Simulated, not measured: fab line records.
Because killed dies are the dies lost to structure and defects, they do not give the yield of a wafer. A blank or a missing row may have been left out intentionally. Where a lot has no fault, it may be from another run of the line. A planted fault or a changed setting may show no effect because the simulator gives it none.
Matching of chambers	flow sky130	SKY_VIA1_CMP_02 on cmp-01 has 4 sister chambers
The step polishes SiO2. 14 wafers are shown with their chamber, then 7 later ones without.

== WAFERS, EACH WITH ITS CHAMBER ==
wafer	chamber	motor current A (A)
L339.2	1	13.4
L339.3	0	14.0
L339.5	2	11.9
L340.3	0	14.0
L340.4	1	13.6
L340.6	0	13.0
L341.1	1	13.5
L341.2	3	12.0
L341.6	3	11.9
L344.2	1	13.6
L344.4	2	11.9
L344.6	1	14.0
L349.1	0	12.9
L349.2	2	11.8

SIGNATURES (means of the wafers above)
reading	chamber 0	chamber 1	chamber 2	chamber 3	scatter within a chamber
motor current A	13.475	13.620	11.867	11.950	0.364
Rule: a wafer lies at a distance from a chamber equal to the root of the sum of squares, over the readings, of (its reading less the chamber's mean, divided by the reading's scatter). The wafer belongs to the nearest chamber; if the next one is less than 2 further off, it can't be placed. The scatter: take each reading less its chamber's mean, square it, sum over the shown wafers, divide by the number of wafers less the number of chambers, and take the root.

== WAFERS WITH NO CHAMBER GIVEN ==
wafer	motor current A (A)
L349.4	13.3
L359.1	11.7
L359.2	12.3
L359.6	12.2
L360.1	13.6
L360.4	11.9
L360.6	13.1

== THE CHAMBER EACH PASSED THROUGH ==
wafer	from the rows above	in truth
L349.4	can't be placed: 0 or 1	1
L359.1	can't be placed: 2 or 3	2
L359.2	can't be placed: 3 or 2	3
L359.6	can't be placed: 3 or 2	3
L360.1	can't be placed: 1 or 0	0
L360.4	can't be placed: 2 or 3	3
L360.6	can't be placed: 0 or 1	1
0 of 7 placed correctly. These rows do not allow placing 7 (true chamber among the candidates in 7). 0 placed wrongly.
